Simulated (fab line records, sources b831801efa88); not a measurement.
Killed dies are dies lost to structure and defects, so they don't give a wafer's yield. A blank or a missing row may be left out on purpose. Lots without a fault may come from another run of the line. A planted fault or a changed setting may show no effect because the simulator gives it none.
A struck lot beside a sound one | flow sky130 | 15 steps out of a route of 708
Sound: wafers L998.2, L998.4, L998.5. Struck: wafers L111.1, L111.4, L111.6. The cause comes at the end.
At each step with rows: each side's tool, then ch and its chambers, then its first start. Under that, the readings that differ: sound wafers | struck wafers | difference of the means | sigmas: that difference in standard deviations of wafers without a fault.
alike: readings whose means differ by less than 2 such deviations, and words and numbers that are the same on both sides. not compared: withheld readings, readings that some wafer has no value for, bounds like >300 that may hide the same value, and numbers for which the record gives no deviation and whose values overlap.
The two part at a step that has a row with sigmas, a row that says differs or no value, or rows on one side only. Numbers that don't overlap but have no deviation are shown without sigmas and don't part them. A reading that every wafer of one side lacks parts them only if that side has two wafers or more.

SKY_LDD_LDN_TW_MEAS_13:
  sound on film_metro-02, day 24 16:47; struck on film_metro-02, day 31 14:22
  alike: LDD_LDN_TW
then, 2 steps without rows for these wafers: SKY_LDD_LDN_CLEAN_14 (cleans in SC1/SC2, time 150 s); SKY_SPACER_CVD_00 (deposits Si3N4 from DCS/NH3, target thk 43.1 nm, time 740 s).
SKY_SPACER_THK_MEAS_01:
  sound on film_metro-04, day 24 18:06; struck on film_metro-01, day 31 15:46
  alike: SPACER_CVD_00_THK
SKY_SPACER_ETCHBACK_02: etches Si3N4 in CH3F/O2, stops on SiO2, time 46.7 s, target depth 45 nm.
  sound on rie_diel-01 ch 1,3, day 24 18:09; struck on rie_diel-01 ch 1,2,3, day 31 15:49
  alike: drypump_motor_current_A, oes_product_au, throttle_valve_pct
  not compared: rf_hours_counter_h
then, 7 steps without rows for these wafers: SKY_POLY_CUT_DEHYDRATE_00 (time 60 s); SKY_POLY_CUT_HMDS_01 (prime time 60 s); SKY_POLY_CUT_COAT_02 (resist thk 60 nm); SKY_POLY_CUT_COAT_03 (resist thk 450 nm); SKY_POLY_CUT_SOFTBAKE_04 (time 90 s); SKY_POLY_CUT_EXPOSE_05 (exposes mask NPCM, target cd 270 nm); SKY_POLY_CUT_PEB_06.
SKY_POLY_CUT_DEVELOP_07: develop time 60 s.
  sound on litho_track-04 ch 0, day 25 22:00; struck on litho_track-04 ch 0, day 32 19:00
  reading              | sound             | struck            | difference | sigmas
  developer_temp_C (C) | 21.00 20.83 20.91 | 18.88 19.00 18.75 | -2.04      | -19
SKY_POLY_CUT_CD_MEAS_08: target cd 270 nm.
  sound on cd_sem-01, day 25 22:21; struck on cd_sem-02, day 32 19:35
  reading    | sound             | struck            | difference | sigmas
  cd_nm (nm) | 271.2 272.3 269.7 | 268.5 266.6 268.2 | -3.3       | -2
-- the record jumps here: 19 days lie between the struck wafers' starts before and after (it left off in module POLY_CUT and takes up again in module PAD_OPEN, whose first step shown is number 708 of the route) --
SKY_PAD_OPEN_PROBE_99:
  sound on prober-01, day 47 00:30; struck on prober-01, day 51 15:24
  alike: killed_at_M0_to_M3, killed_at_M4_up, killed_at_contacts, killed_at_front_end, killed_at_other, killed_dies, killed_open, killed_short

WHERE THEY PART
First at SKY_POLY_CUT_DEVELOP_07; last, within this record, at SKY_POLY_CUT_CD_MEAS_08. Later steps at which nothing parts them and some readings are alike: SKY_PAD_OPEN_PROBE_99.

WHY: what the simulator had put in
Process parameter drift: litho_track-04, from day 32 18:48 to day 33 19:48, at SKY_POLY_CUT_DEVELOP_07. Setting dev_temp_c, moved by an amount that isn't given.
